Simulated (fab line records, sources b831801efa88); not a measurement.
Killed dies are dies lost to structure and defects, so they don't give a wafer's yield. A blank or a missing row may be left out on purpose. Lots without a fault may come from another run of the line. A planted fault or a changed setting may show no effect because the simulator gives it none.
Which tool did it? | flow sky130 | 14 lots, 42 wafers sampled, at 3 steps of a route of 708

WHAT THE GAUGES READ, wafer by wafer
SKY_SD_N_OVL_MEAS_08. Usual: SD_N_OVL 0.9 nm, standard deviation 1.3.
lot  | measured     | on         | SD_N_OVL (nm)  | flag
L784 | day 28 05:40 | overlay-02 | 1.7 1.8 2.0    |
L785 | day 28 17:56 | overlay-02 | 3.1 -0.5 1.3   |
L786 | day 29 00:25 | overlay-02 | -0.7 1.8 1.9   |
L787 | day 29 18:48 | overlay-02 | -0.2 -0.5 2.8  |
L790 | day 30 20:05 | overlay-02 | 0.5 -0.1 -1.1  |
L794 | day 32 09:23 | overlay-01 | -0.6 1.1 1.5   |
L796 | day 32 13:23 | overlay-02 | -0.7 -0.3 0.1  |
L797 | day 33 02:29 | overlay-02 | 1.5 0.7 0.4    |
L800 | day 33 16:59 | overlay-01 | -0.1 -1.2 -0.1 |
L802 | day 34 08:58 | overlay-02 | -1.5 -0.5 0.4  |
L805 | day 35 09:55 | overlay-02 | 1.7 2.9 -1.0   |
L804 | day 35 13:57 | overlay-02 | 2.0 1.8 2.0    |
L806 | day 35 18:43 | overlay-01 | 1.4 0.4 1.6    |
L807 | day 35 18:59 | overlay-01 | 2.5 3.8 2.6    |

SKY_LI_CONTACT_CD_MEAS_12: target cd 170 nm. Usual: cd_nm 170.1 nm, standard deviation 1.6.
lot  | measured     | on        | cd_nm (nm)        | flag
L784 | day 29 11:37 | cd_sem-01 | 169.0 167.6 169.3 |
L785 | day 29 23:27 | cd_sem-02 | 173.1 173.0 173.3 |
L786 | day 30 06:25 | cd_sem-01 | 168.3 168.9 167.5 |
L787 | day 31 00:22 | cd_sem-02 | 172.3 172.3 172.2 |
L790 | day 32 01:31 | cd_sem-01 | 169.2 171.4 170.4 |
L794 | day 33 14:02 | cd_sem-01 | 170.9 169.9 170.0 |
L796 | day 33 18:14 | cd_sem-02 | 170.3 169.2 171.5 |
L797 | day 34 06:43 | cd_sem-02 | 171.1 171.7 170.3 |
L800 | day 34 21:43 | cd_sem-01 | 170.5 171.2 169.7 |
L802 | day 35 12:30 | cd_sem-01 | 171.8 172.2 172.3 |
L805 | day 36 14:08 | cd_sem-01 | 165.9 166.8 166.9 |
L804 | day 36 18:11 | cd_sem-02 | 172.1 172.1 172.0 |
L806 | day 36 22:45 | cd_sem-02 | 170.1 169.2 168.9 |
L807 | day 36 22:58 | cd_sem-02 | 171.6 171.7 171.4 |

WHICH TOOL RAN EACH LOT (tool, then ch and the chambers of the sampled wafers, then the start)
lot  | SKY_LI_CONTACT_SOFTBAKE_08
L784 | litho_track-01 ch 0, day 28 21:00
L785 | litho_track-03 ch 0, day 29 09:00
L786 | litho_track-02 ch 0, day 29 16:00
L787 | litho_track-03 ch 0, day 30 10:00
L790 | litho_track-01 ch 0, day 31 10:00
L794 | litho_track-03 ch 0, day 33 00:00
L796 | litho_track-03 ch 0, day 33 04:00
L797 | litho_track-01 ch 0, day 33 17:00
L800 | litho_track-02 ch 0, day 34 08:00
L802 | litho_track-02 ch 0, day 34 23:00
L805 | litho_track-02 ch 0, day 36 00:00
L804 | litho_track-03 ch 0, day 36 04:00
L806 | litho_track-03 ch 0, day 36 09:00
L807 | litho_track-02 ch 0, day 36 09:00
- SKY_LI_CONTACT_SOFTBAKE_08: time 90 s.

WHAT THE TOOLS THEMSELVES READ (means of the sampled wafers that have a number; where no wafer has one, the mark that the record gives instead)
SKY_LI_CONTACT_SOFTBAKE_08. Usual: heater_power_total_W 57.35 W, standard deviation 0.12; plate_temp_C 100.00 C, standard deviation 0.11; resist_line_temp_C 23.00 C, standard deviation 0.1.
lot  | tool           | heater_power_total_W (W) | plate_temp_C (C) | resist_line_temp_C (C) | flag
L784 | litho_track-01 | 57.43                    | 100.04           | 22.95                  |
L785 | litho_track-03 | 57.25                    | 99.86            | 22.83                  |
L786 | litho_track-02 | 57.33                    | 100.05           | 23.02                  |
L787 | litho_track-03 | 57.42                    | 99.95            | 22.97                  |
L790 | litho_track-01 | 57.39                    | 100.02           | 23.15                  |
L794 | litho_track-03 | 56.01                    | 98.35            | 22.90                  | OFF
L796 | litho_track-03 | 56.11                    | 98.29            | 22.95                  | OFF
L797 | litho_track-01 | 57.40                    | 99.99            | 22.92                  |
L800 | litho_track-02 | 57.28                    | 99.87            | 23.04                  |
L802 | litho_track-02 | 57.38                    | 99.98            | 23.04                  |
L805 | litho_track-02 | 57.43                    | 99.94            | 22.99                  |
L804 | litho_track-03 | 57.35                    | 100.04           | 23.08                  |
L806 | litho_track-03 | 57.38                    | 100.05           | 23.02                  |
L807 | litho_track-02 | 57.36                    | 100.08           | 22.88                  |

THE ANSWER, worked out from the rows above alone
Rule: a lot is off if the mean of its wafers that have a number lies more than 3 standard deviations from the usual mean. A lot without any number at a reading at which 4 lots or more have one is off too. The other lots that the step has rows for count as sound. The gauges are gone through in route order, then the tools' own readings, and for those a lot's mean is taken as printed above. The first step at which some lot is off is used, and at that step the reading that is off furthest; a lot without a number counts as furthest.
Off: L794, L796, at SKY_LI_CONTACT_SOFTBAKE_08 (plate_temp_C).
A tool fits if, at that step or a process step before it, it ran every lot that is off, and no sound lot after the first of them. None of those tried fits.

WHAT THE SIMULATOR HAD PUT IN
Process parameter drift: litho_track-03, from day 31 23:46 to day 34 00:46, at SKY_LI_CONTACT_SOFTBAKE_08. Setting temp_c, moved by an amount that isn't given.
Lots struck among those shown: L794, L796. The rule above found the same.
